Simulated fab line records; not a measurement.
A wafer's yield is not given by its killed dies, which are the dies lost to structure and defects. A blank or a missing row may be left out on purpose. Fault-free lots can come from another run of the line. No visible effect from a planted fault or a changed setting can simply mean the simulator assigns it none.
Which of the tools did it? / flow gf180mcu / 14 lots, 42 wafers sampled, at 1 step of a route of 602

## WHAT THE GAUGES SHOWED, per wafer
GF_V5_THK_MEAS_03.
lot=L831; measured=day 26 06:44; on=filmMetro-01; V5_CVD_02_THK (nm)=1440 1472 1452
lot=L832; measured=day 26 15:26; on=filmMetro-02; V5_CVD_02_THK (nm)=1447 1459 1473
lot=L834; measured=day 27 13:04; on=filmMetro-01; V5_CVD_02_THK (nm)=1462 1489 1470
lot=L837; measured=day 28 20:34; on=filmMetro-03; V5_CVD_02_THK (nm)=1453 1477 1487
lot=L840; measured=day 30 02:12; on=filmMetro-01; V5_CVD_02_THK (nm)=1422 1417 1469
lot=L841; measured=day 30 10:31; on=filmMetro-03; V5_CVD_02_THK (nm)=1438 1457 1470
lot=L843; measured=day 30 12:11; on=filmMetro-03; V5_CVD_02_THK (nm)=1437 1426 1437
lot=L846; measured=day 31 16:03; on=filmMetro-03; V5_CVD_02_THK (nm)=1423 1438 1469
lot=L848; measured=day 31 17:05; on=filmMetro-03; V5_CVD_02_THK (nm)=1433 1430 1456
lot=L850; measured=day 31 23:16; on=filmMetro-03; V5_CVD_02_THK (nm)=1455 1439 1472
lot=L849; measured=day 32 03:23; on=filmMetro-03; V5_CVD_02_THK (nm)=1450 1444 1480
lot=L851; measured=day 32 10:07; on=filmMetro-01; V5_CVD_02_THK (nm)=1420 1453 1478
lot=L852; measured=day 32 15:01; on=filmMetro-01; V5_CVD_02_THK (nm)=1450 1466 1460
lot=L853; measured=day 32 21:18; on=filmMetro-02; V5_CVD_02_THK (nm)=1416 1433 1470

## TOOL THAT RAN EACH LOT (tool first, then ch and the chambers of the sampled wafers, then the start)
Record: no process step prior to these readings.

## AS READ BY THE TOOLS THEMSELVES (means over the sampled wafers that have a number; for cases with no such wafer, the mark the record gives instead)
The record holds no such reading with a usual standard deviation.

## THE ANSWER, worked out from the rows above alone
Rule: what is usual is taken from the lots themselves. Put in order of their means at a reading, lots are off if they are a third of the lots or fewer, leave a main group of 4 or more, and stand apart from it by a gap of 3 or more times the standard deviation of the main group's means; of several such gaps the widest counts. A main group is skipped when, at the precision printed for the reading in the tables above, its means are all equal. Also off: a lot with no number at a reading for which 4 or more lots have one. Where the step has rows for the other lots, those lots are counted as sound. The gauges are gone through in route order, then the tools' own readings, and for those a lot's mean is taken as printed above. The first step at which some lot is off is used, and at that step the reading that is off furthest; a lot without a number counts as furthest.
Across all readings shown, no lot is off: no conclusion can be drawn from this.

## WHAT THE SIMULATOR HAD INSERTED
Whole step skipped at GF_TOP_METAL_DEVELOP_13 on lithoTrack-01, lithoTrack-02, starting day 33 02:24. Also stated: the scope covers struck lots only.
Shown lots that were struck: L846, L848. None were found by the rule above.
